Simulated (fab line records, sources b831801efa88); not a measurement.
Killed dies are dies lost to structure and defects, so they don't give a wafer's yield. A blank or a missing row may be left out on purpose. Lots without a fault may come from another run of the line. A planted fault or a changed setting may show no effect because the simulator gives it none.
fab line records | flow sfq_line
record lots=6 wafers=18 last_day=75
route steps=325 shown M7@292 I7@296
lots that met no fault: from a run of the same line without faults
start_h: hours from the record's first day to the start of the lot's first wafer shown | wait_h: hours since the lot's step before | " the same as in the row above | L1.1+2: a row that stands for several wafers | - no value, or no start given | * or withheld: withheld | < > ~ a bound
route shown NAME@n: a module of which the file shows steps, and the number in the route of the first | usual: mean/standard deviation of fault-free wafers | same: alike in all rows | chamber/n: place in a boat | sites: the reading at each site | _std_site: their standard deviation | _edge_site: outer sites' mean less inner sites' | radius_mm: how far each site lies from the wafer's centre | mask NAME#n: copy n | behind: the tool/chamber that last shaped the wafer | hold: why the lot was held/for how many hours/how that ended | device: the transistor (n, p or np) that didn't switch | end of line: the same wafers' tests at the end of the route | a step without rows: its recipe alone | killed: dies lost to structure and defects at the first sort, not the wafer's yield | map: a wafer's dies, x killed, . not, _ none there
set.NAME: the setting as run; set.NAME@STEP: as run at that earlier step | model.NAME: the simulator's own value behind a step, which no gauge read
lots at some steps of the route; a table a step, a row a wafer
services: from which hour (start_h, from the record's first day; less than 0 if before it) a tool's chamber was out of use, for how many hours, and why
## steps
# step SFQ_TRILAYER_M7_BARC_OPEN_METAL_ETCH_229
# recipe mask_material=PR chemistry=O2 target_depth_nm=125 target=BARC icp_w=600 bias_w=80 pressure_mtorr=10 time_s=41.7
# usual bias_w=79.99/0.21 chamber_pressure_mTorr=10.000/0.0088 drypump_motor_current_A=5.88/0.29 oes_product_au=0.685/0.0048
# columns lot.wafer tool chamber start_h wait_h bias_w chamber_pressure_mTorr drypump_motor_current_A oes_product_au rf_hours_counter_h
L653.4 rie_metal-01 1 1524.88 0.0 79.78 9.999 5.84 0.688 -
L653.5 " 1 " " 80.08 9.994 5.86 0.689 -
L653.6 " 0 " " 80.26 10.002 5.73 0.683 -
L659.4 rie_metal-01 1 1572.88 0.0 80.28 10.002 5.87 0.679 -
L659.5 " 1 " " 79.75 9.992 5.85 0.685 -
L659.6 " 0 " " 80.19 10.002 5.75 0.678 -
L668.1 rie_metal-01 1 1589.71 0.0 79.80 9.987 5.86 0.684 65
L668.4 " 0 " " 80.29 10.001 5.77 0.688 -
L668.6 " 0 " " 80.13 9.992 5.76 0.687 -
L669.1 rie_metal-01 1 1600.56 0.0 79.85 10.006 5.85 0.682 68
L669.3 " 1 " " 80.04 10.002 5.87 0.693 -
L669.6 " 1 " " 79.82 10.013 5.87 0.679 -
L670.1 rie_metal-01 1 1606.89 0.0 80.46 9.998 5.83 0.683 68
L670.5 " 0 " " 80.03 9.993 5.76 0.682 -
L670.6 " 1 " " 79.99 10.004 5.86 0.679 -
L673.2 rie_metal-04 0 1709.28 0.0 80.09 9.993 6.39 0.675 63
L673.3 " 0 " " 79.97 9.999 6.40 0.673 -
L673.6 " 1 " " 80.00 9.991 5.42 0.693 -
# step SFQ_TRILAYER_M7_ETCH_METAL_ETCH_180
# recipe target=Nb stop_on=SiO2 mask_material=PR chemistry=Cl2/Ar target_depth_nm=240 icp_w=600 bias_w=80 pressure_mtorr=10 time_s=120
# usual bias_w=80.00/0.2 chamber_pressure_mTorr=10.001/0.009 drypump_motor_current_A=5.88/0.29 oes_product_au=0.895/0.0071
# columns lot.wafer tool chamber start_h wait_h bias_w chamber_pressure_mTorr drypump_motor_current_A oes_product_au rf_hours_counter_h
L653.4 rie_metal-01 1 1524.96 0.1 79.95 9.990 5.84 0.901 -
L653.5 " 1 " " 79.75 10.003 5.84 0.903 -
L653.6 " 0 " " 79.93 9.988 5.76 0.901 -
L659.4 rie_metal-01 1 1572.96 0.1 80.03 9.993 5.85 0.882 -
L659.5 " 1 " " 79.94 10.011 5.87 0.886 -
L659.6 " 0 " " 80.01 10.002 5.76 0.882 -
L668.1 rie_metal-01 1 1589.77 0.0 80.08 10.007 5.84 0.901 65
L668.4 " 0 " " 79.95 10.004 5.76 0.905 -
L668.6 " 0 " " 80.19 10.013 5.77 0.904 -
L669.1 rie_metal-01 1 1600.62 0.0 80.05 10.013 5.87 0.898 68
L669.3 " 1 " " 80.04 9.989 5.84 0.899 -
L669.6 " 1 " " 79.93 10.001 5.85 0.897 -
L670.1 rie_metal-01 1 1606.95 0.0 79.96 10.004 5.85 0.898 68
L670.5 " 0 " " 79.91 9.990 5.78 0.908 -
L670.6 " 1 " " 79.84 10.017 5.87 0.906 -
L673.2 rie_metal-04 0 1709.34 0.0 80.28 9.992 6.38 0.904 63
L673.3 " 0 " " 80.32 10.006 6.39 0.897 -
L673.6 " 1 " " 79.71 10.008 5.44 0.889 -
# step SFQ_TRILAYER_M7_STRIP_STRIP_181
# recipe gas=O2 power_w=200 platen_temp_c=40 overash_fraction=0.65 chemistry=O2 pressure_mtorr=50
# usual chamber_pressure_mTorr=49.99/0.048 drypump_motor_current_A=5.88/0.29 oes_product_au=0.997/0.0085
# columns lot.wafer tool chamber start_h wait_h chamber_pressure_mTorr drypump_motor_current_A oes_product_au rf_hours_counter_h
L653.4 rie_metal-01 1 1525.24 0.2 49.91 5.85 0.997 -
L653.5 " 1 " " 49.99 5.87 0.992 -
L653.6 " 0 " " 49.95 5.77 1.007 -
L659.4 rie_metal-01 1 1573.24 0.2 49.96 5.84 0.997 -
L659.5 " 1 " " 50.02 5.86 1.012 -
L659.6 " 0 " " 49.97 5.75 0.998 -
L668.1 rie_metal-01 1 1589.89 0.1 49.96 5.85 0.994 66
L668.4 " 0 " " 50.04 5.75 1.003 -
L668.6 " 0 " " 49.95 5.77 0.994 -
L669.1 rie_metal-01 1 1600.75 0.1 49.99 5.86 1.001 68
L669.3 " 1 " " 50.07 5.84 1.000 -
L669.6 " 1 " " 49.97 5.86 0.999 -
L670.1 rie_metal-01 1 1607.07 0.1 50.06 5.85 0.992 69
L670.5 " 0 " " 49.96 5.77 0.986 -
L670.6 " 1 " " 50.01 5.86 0.992 -
L673.2 rie_metal-04 0 1709.46 0.1 50.06 6.37 0.997 63
L673.3 " 0 " " 49.94 6.37 1.001 -
L673.6 " 1 " " 49.97 5.42 0.993 -
# step SFQ_TRILAYER_M7_STRIP_SOLV_CLEAN_182
# recipe chemistry=NMP temp_c=70 time_s=600
# step SFQ_TRILAYER_I7_DEP_PECVD_183
# recipe material=SiO2 temp_c=150 time_s=111.11 pressure_torr=2.4 rf_w=183.3 precursor=SiH4/N2O target_thk_nm=500
# usual heater_power_w=79/9.9 susceptor_temp_C=150.01/0.14 throttle_valve_pct=24.5/1.4
# columns lot.wafer tool chamber start_h wait_h heater_power_w susceptor_temp_C throttle_valve_pct
L653.4 pecvd-04 0 1525.86 0.0 79 149.78 23.6
L653.5 " 1 " " 81 150.13 24.1
L653.6 " 2 " " 66 149.99 22.4
L659.4 pecvd-03 0 1573.86 0.0 90 150.13 23.4
L659.5 " 1 " " 70 150.11 26.6
L659.6 " 2 " " 96 149.92 24.8
L668.1 pecvd-03 2 1590.67 0.0 99 150.19 24.8
L668.4 " 0 " " 94 149.88 23.8
L668.6 " 1 " " 72 149.67 26.9
L669.1 pecvd-04 1 1601.52 0.0 88 149.98 24.7
L669.3 " 2 " " 72 149.77 22.5
L669.6 " 1 " " 73 149.96 24.3
L670.1 pecvd-03 1 1607.85 0.0 67 150.35 27.1
L670.5 " 0 " " 98 150.06 23.8
L670.6 " 2 " " 93 149.91 24.9
L673.2 pecvd-03 1 1710.24 0.0 77 149.91 22.3
L673.3 " 2 " " 101 149.93 23.5
L673.6 " 1 " " 78 149.93 22.4
# step SFQ_TRILAYER_I7_CMP_CMP_184
# recipe material=SiO2 down_force_psi=3 platen_rpm=60 pad_velocity_m_s=0.94248
# step SFQ_I7_BOW_MEAS_946
# recipe mode=bow
# usual I7_BOW=8/9.8
# columns lot.wafer tool chamber start_h wait_h I7_BOW[um]
L653.4 film_metro-01 - 1528.96 2.6 8
L653.5 " - " " 11
L653.6 " - " " 1
L659.4 film_metro-01 - 1576.96 2.1 5
L659.5 " - " " 15
L659.6 " - " " 19
L668.1 film_metro-02 - 1599.80 2.5 11
L668.4 " - " " 17
L668.6 " - " " 16
L669.1 film_metro-02 - 1614.42 2.5 9
L669.3 " - " " 24
L669.6 " - " " 7
L670.1 film_metro-02 - 1617.42 2.5 0
L670.5 " - " " 0
L670.6 " - " " 12
L673.2 film_metro-02 - 1714.62 2.5 15
L673.3 " - " " 9
L673.6 " - " " 14
# step SFQ_TRILAYER_I7_METRO_MEASURE_185
# step SFQ_TRILAYER_I7_VIA_LITHO_COAT_192
# recipe resist=BARC spin_rpm=3000 resist_thk_nm=62
# step SFQ_TRILAYER_I7_VIA_LITHO_COAT_187
# recipe resist=KrF spin_rpm=3000 resist_thk_nm=650
# step SFQ_TRILAYER_I7_VIA_LITHO_SOFTBAKE_191
# recipe temp_c=withheld time_s=withheld resist=KrF
# step SFQ_TRILAYER_I7_VIA_LITHO_EXPOSE_188
# recipe mask_id=I7 na=0.6 source_shape=conventional sigma_outer=0.65 target_cd_nm=1000 dose_mj=21.3
# step SFQ_TRILAYER_I7_VIA_LITHO_PEB_190
# recipe peb_temp_c=115 peb_time_s=60 resist=KrF
# usual heater_power_total_W=79.15/0.066 plate_temp_C=115.03/0.13
# columns lot.wafer tool chamber start_h wait_h heater_power_total_W plate_temp_C
L653.4 litho_track-04 0 1640.49 0.5 79.16 115.03
L653.5 " 0 " " 79.21 114.88
L653.6 " 0 " " 79.03 114.97
L659.4 litho_track-02 0 1672.84 0.5 79.21 115.00
L659.5 " 0 " " 79.19 114.84
L659.6 " 0 " " 79.05 115.01
L668.1 litho_track-02 0 1688.36 1.0 81.46 117.63
L668.4 " 0 " " 81.25 117.41
L668.6 " 0 " " 81.48 117.50
L669.1 litho_track-02 0 1700.54 1.0 81.44 117.57
L669.3 " 0 " " 81.37 117.79
L669.6 " 0 " " 81.46 117.37
L670.1 litho_track-04 0 1701.74 1.0 79.17 115.01
L670.5 " 0 " " 79.06 114.74
L670.6 " 0 " " 79.10 114.80
L673.2 litho_track-03 0 1757.97 0.8 79.26 115.03
L673.3 " 0 " " 79.20 115.07
L673.6 " 0 " " 79.20 115.14
# step SFQ_TRILAYER_I7_VIA_LITHO_DEVELOP_189
# recipe time_s=60 resist=KrF
# step SFQ_I7_OVL_MEAS_947
# usual I7_OVL=2/4.7
# columns lot.wafer tool chamber start_h wait_h I7_OVL[nm]
L653.4 overlay-02 - 1640.74 0.1 -7
L653.5 " - " " -6
L653.6 " - " " -7
L659.4 overlay-01 - 1673.08 0.1 0
L659.5 " - " " 8
L659.6 " - " " 6
L668.1 overlay-01 - 1688.66 0.1 -4
L668.4 " - " " -6
L668.6 " - " " -5
L669.1 overlay-01 - 1700.84 0.1 7
L669.3 " - " " 10
L669.6 " - " " -1
L670.1 overlay-02 - 1702.04 0.1 0
L670.5 " - " " 1
L670.6 " - " " -2
L673.2 overlay-02 - 1758.25 0.1 5
L673.3 " - " " 3
L673.6 " - " " 2
# step SFQ_TRILAYER_I7_VIA_BARC_OPEN_VIA_ETCH_260
# recipe mask_material=PR chemistry=O2 target_depth_nm=125 target=BARC source_w=500 bias_w=80 pressure_mtorr=30 time_s=41.7
# usual bias_w=80.02/0.23 chamber_pressure_mTorr=29.997/0.028 drypump_motor_current_A=5.5/0.37 oes_product_au=0.685/0.0048
# columns lot.wafer tool chamber start_h wait_h bias_w chamber_pressure_mTorr drypump_motor_current_A oes_product_au rf_hours_counter_h model.I7.cd_nm
L653.4 rie_diel-02 0 1640.76 0.0 80.17 29.982 5.7 0.684 16 1001
L653.5 " 1 " " 79.73 30.010 5.1 0.685 - 1002
L653.6 " 2 " " 80.52 30.049 6.0 0.691 - 1000
L659.4 rie_diel-01 1 1673.10 0.0 80.06 29.954 5.1 0.684 14 999
L659.5 " 1 " " 80.00 30.006 5.2 0.688 - 999.2
L659.6 " 2 " " 80.12 30.002 5.6 0.693 - 999.1
L668.1 rie_diel-01 2 1688.70 0.0 79.97 29.991 5.6 0.685 3 1043
L668.4 " 3 " " 80.10 29.957 5.4 0.687 1 1043
L668.6 " 2 " " 79.89 29.969 5.6 0.684 - 1042
L669.1 rie_diel-04 0 1700.88 0.0 80.13 29.982 4.9 0.688 2 1042
L669.3 " 3 " " 80.18 29.979 4.9 0.683 18 1042
L669.6 " 0 " " 79.81 29.990 4.9 0.697 - 1043
L670.1 rie_diel-02 3 1702.08 0.0 80.30 30.009 6.0 0.687 3 1001
L670.5 " 3 " " 79.92 30.004 6.0 0.687 - 1000
L670.6 " 1 " " 80.15 29.954 5.2 0.689 - 998.5
L673.2 rie_diel-02 1 1758.28 0.0 80.12 30.018 5.1 0.680 4 1001
L673.3 " 3 " " 80.11 29.975 6.0 0.686 3 998.2
L673.6 " 1 " " 80.19 30.022 5.1 0.684 - 1000
# step SFQ_TRILAYER_I7_VIA_ETCH_VIA_ETCH_190
# recipe target=SiO2 stop_on=Nb mask_material=PR taper_deg=20 chemistry=CHF3 target_depth_nm=260 source_w=500 bias_w=80 pressure_mtorr=30 time_s=withheld
# usual bias_w=80.02/0.22 chamber_pressure_mTorr=30.000/0.028 drypump_motor_current_A=5.5/0.37 oes_product_au=0.856/0.0057
# columns lot.wafer tool chamber start_h wait_h bias_w chamber_pressure_mTorr drypump_motor_current_A oes_product_au model.I7.cd_nm
L653.4 rie_diel-02 0 1640.79 0.0 79.99 29.982 5.7 0.847 1001
L653.5 " 1 " " 80.52 29.974 5.2 0.859 1004
L653.6 " 2 " " 79.80 29.985 6.0 0.858 999
L659.4 rie_diel-01 1 1673.14 0.0 80.23 29.974 5.2 0.857 996.3
L659.5 " 1 " " 80.09 30.054 5.1 0.847 995.7
L659.6 " 2 " " 80.27 30.014 5.6 0.849 998.7
L668.1 rie_diel-01 2 1688.74 0.0 80.14 30.011 5.7 0.859 1042
L668.4 " 3 " " 79.78 30.015 5.4 0.861 1041
L668.6 " 2 " " 80.19 30.002 5.7 0.851 1040
L669.1 rie_diel-04 0 1700.92 0.0 80.33 30.036 5.0 0.857 1041
L669.3 " 3 " " 79.86 30.033 4.9 0.856 1042
L669.6 " 0 " " 80.00 29.989 4.9 0.845 1042
L670.1 rie_diel-02 3 1702.12 0.0 80.10 30.022 6.0 0.859 1001
L670.5 " 3 " " 79.97 30.009 6.0 0.853 999.7
L670.6 " 1 " " 79.77 29.997 5.2 0.859 997.9
L673.2 rie_diel-02 1 1758.32 0.0 80.31 29.945 5.1 0.849 1002
L673.3 " 3 " " 80.02 30.005 6.0 0.845 996.8
L673.6 " 1 " " 80.51 29.972 5.2 0.857 1001
# step SFQ_TRILAYER_I7_VIA_STRIP_STRIP_191
# recipe gas=O2 power_w=200 platen_temp_c=40 overash_fraction=0.65 chemistry=O2 pressure_mtorr=50
# usual chamber_pressure_mTorr=50.00/0.05 drypump_motor_current_A=5.91/0.26 oes_product_au=0.999/0.0095
# columns lot.wafer tool chamber start_h wait_h chamber_pressure_mTorr drypump_motor_current_A oes_product_au rf_hours_counter_h
L653.4 rie_metal-02 0 1641.11 - 49.98 5.62 0.984 -
L653.5 " 1 " " 49.91 6.22 0.993 -
L653.6 " 0 " " 50.01 5.60 0.971 -
L659.4 rie_metal-02 0 1673.45 - 50.07 5.60 0.988 -
L659.5 " 1 " " 49.93 6.24 0.991 -
L659.6 " 0 " " 49.94 5.59 0.988 -
L668.1 rie_metal-03 1 1688.85 - 49.93 5.96 1.002 29
L668.4 " 1 " " 50.01 5.95 1.001 -
L668.6 " 1 " " 49.90 5.96 0.995 -
L669.1 rie_metal-04 1 1701.03 - 50.00 5.46 1.009 20
L669.3 " 0 " " 50.02 6.40 1.008 -
L669.6 " 1 " " 49.93 5.40 1.009 -
L670.1 rie_metal-02 1 1702.23 - 49.98 6.16 0.989 55
L670.5 " 0 " " 50.06 5.63 0.995 -
L670.6 " 1 " " 49.89 6.20 0.987 -
L673.2 rie_metal-02 1 1758.43 - 50.03 6.20 0.985 68
L673.3 " 1 " " 50.00 6.25 0.989 -
L673.6 " 0 " " 49.99 5.60 1.002 -
## services
# columns tool chamber start_h hours kind
rie_diel-02 - 1502.73 2.8 pm
rie_metal-04 - 1522.13 2.8 pm
rie_metal-01 1 1531.44 5.1 repair
rie_diel-01 - 1535.24 1.2 repair
rie_diel-04 3 1546.60 3.1 repair
pecvd-04 1 1560.13 10.7 repair
rie_metal-04 0 1563.34 6.5 repair
rie_diel-02 - 1588.03 2.0 repair
rie_metal-02 1 1604.73 2.6 repair
rie_diel-01 - 1619.97 0.4 repair
rie_metal-02 0 1622.97 2.0 repair
rie_diel-02 - 1633.61 0.8 repair
pecvd-03 - 1637.98 5.5 pm
rie_diel-04 3 1657.84 1.7 repair
rie_metal-01 - 1665.50 0.8 repair
pecvd-04 1 1667.20 6.1 repair
pecvd-04 - 1683.87 1.6 repair
pecvd-03 - 1686.25 14.0 pm
rie_diel-02 3 1688.78 3.5 repair
rie_diel-01 3 1704.79 15.6 repair
rie_diel-01 - 1704.91 2.8 pm
rie_metal-01 - 1705.08 39.8 repair
pecvd-04 1 1721.36 68.4 repair
rie_diel-01 2 1754.43 8.9 repair
## key
first_sign step=SFQ_TRILAYER_I7_VIA_LITHO_PEB_190 reading=heater_power_total_W direction=up sigmas=34 usual=79.15 struck=81.41
effect step=SFQ_TRILAYER_I7_VIA_LITHO_PEB_190 reading=plate_temp_C direction=up sigmas=19 usual=* struck=*
model_effect step=SFQ_TRILAYER_I7_VIA_BARC_OPEN_VIA_ETCH_260 value=I7.cd_nm without=1000 struck=1042
model_effect step=SFQ_TRILAYER_I7_VIA_ETCH_VIA_ETCH_190 value=I7.cd_nm without=999.3 struck=1041
met_at SFQ_TRILAYER_I7_VIA_LITHO_PEB_190
struck_wafers L668.1,L668.4,L668.6,L669.1,L669.3,L669.6
onset_between 1672.84 1688.36
fault kind=process_parameter_drift tool=litho_track-02 chamber=- onset_h=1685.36 steps=SFQ_TRILAYER_I7_VIA_LITHO_PEB_190 channel=peb_temp_c offset=* shape=step end_h=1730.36 acts_in=* stated=*
